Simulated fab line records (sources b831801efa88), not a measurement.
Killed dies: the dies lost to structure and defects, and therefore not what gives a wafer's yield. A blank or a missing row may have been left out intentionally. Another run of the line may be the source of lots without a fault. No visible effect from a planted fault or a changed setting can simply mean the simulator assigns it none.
Which tool is to blame? + flow sky130 + 12 lots, 36 wafers sampled, at 2 steps of a route of 708

WHAT THE GAUGES SHOWED, per wafer
SKY_CAPM_THK_MEAS_04: measures by xrf.
| lot  | measured     | on           | CAPM_TIN_THK (nm) |
|------|--------------|--------------|-------------------|
| L211 | day 38 04:55 | filmMetro-02 | 210.6 207.9 207.1 |
| L210 | day 38 05:38 | filmMetro-02 | 209.5 210.7 211.3 |
| L214 | day 38 06:31 | filmMetro-01 | 210.3 207.3 206.4 |
| L212 | day 38 06:55 | filmMetro-01 | 205.5 207.7 204.1 |
| L216 | day 38 07:18 | filmMetro-02 | 211.4 210.5 211.2 |
| L217 | day 39 06:26 | filmMetro-01 | 209.0 208.4 206.7 |
| L219 | day 40 09:13 | filmMetro-01 | 212.0 208.0 209.6 |
| L224 | day 41 07:46 | filmMetro-01 | 208.4 208.0 209.5 |
| L225 | day 41 08:07 | filmMetro-01 | 212.7 211.1 213.7 |
| L226 | day 41 12:00 | filmMetro-04 | 210.3 206.3 209.5 |
| L230 | day 42 16:49 | filmMetro-04 | 208.6 206.5 210.5 |
| L231 | day 42 17:25 | filmMetro-04 | 205.7 209.3 207.1 |

SKY_METAL3_OVL_MEAS_14.
| lot  | measured     | on         | METAL3_OVL (nm) |
|------|--------------|------------|-----------------|
| L211 | day 40 06:32 | overlay-01 | 8 -3 4          |
| L210 | day 40 08:11 | overlay-02 | 1 0 5           |
| L214 | day 40 09:08 | overlay-01 | -6 3 -2         |
| L212 | day 40 09:27 | overlay-02 | -3 10 1         |
| L216 | day 40 09:47 | overlay-02 | -1 -2 -2        |
| L217 | day 41 07:53 | overlay-01 | 2 0 8           |
| L219 | day 42 09:35 | overlay-02 | 0 -2 0          |
| L224 | day 43 07:05 | overlay-01 | 6 1 1           |
| L225 | day 43 07:26 | overlay-02 | 2 -9 4          |
| L226 | day 43 11:54 | overlay-02 | 10 2 7          |
| L230 | day 44 14:42 | overlay-01 | 1 0 0           |
| L231 | day 44 15:10 | overlay-01 | 7 5 11          |

EACH LOT AND THE TOOL THAT RAN IT (in order: tool; ch and the chambers of the sampled wafers; start)
There is no process step in the record ahead of these readings.

AS READ BY THE TOOLS THEMSELVES (means over the sampled wafers that have a number; for cases with no such wafer, the mark the record gives instead)
The record holds no such reading with a usual standard deviation.

THE ANSWER, worked out from the rows above alone
Rule: what is usual is taken from the lots themselves. Put in order of their means at a reading, lots are off if they are a third of the lots or fewer, leave a main group of 4 or more, and stand apart from it by a gap of 3 or more times the standard deviation of the main group's means; of several such gaps the widest counts. Not used: any main group whose means are identical at the precision the tables above print for the reading. Also off: a lot with no number at a reading for which 4 or more lots have one. Any other lot the step has rows for is counted as sound. Order of review: gauges by route order, followed by the tools' own readings, for which a lot's mean as printed above is used. At the first step where some lot is off, the reading lying furthest off is the one used; lots without a number count as furthest.
No lot is off at any reading shown: from this, nothing can be told.

WHAT HAD BEEN PUT IN BY THE SIMULATOR
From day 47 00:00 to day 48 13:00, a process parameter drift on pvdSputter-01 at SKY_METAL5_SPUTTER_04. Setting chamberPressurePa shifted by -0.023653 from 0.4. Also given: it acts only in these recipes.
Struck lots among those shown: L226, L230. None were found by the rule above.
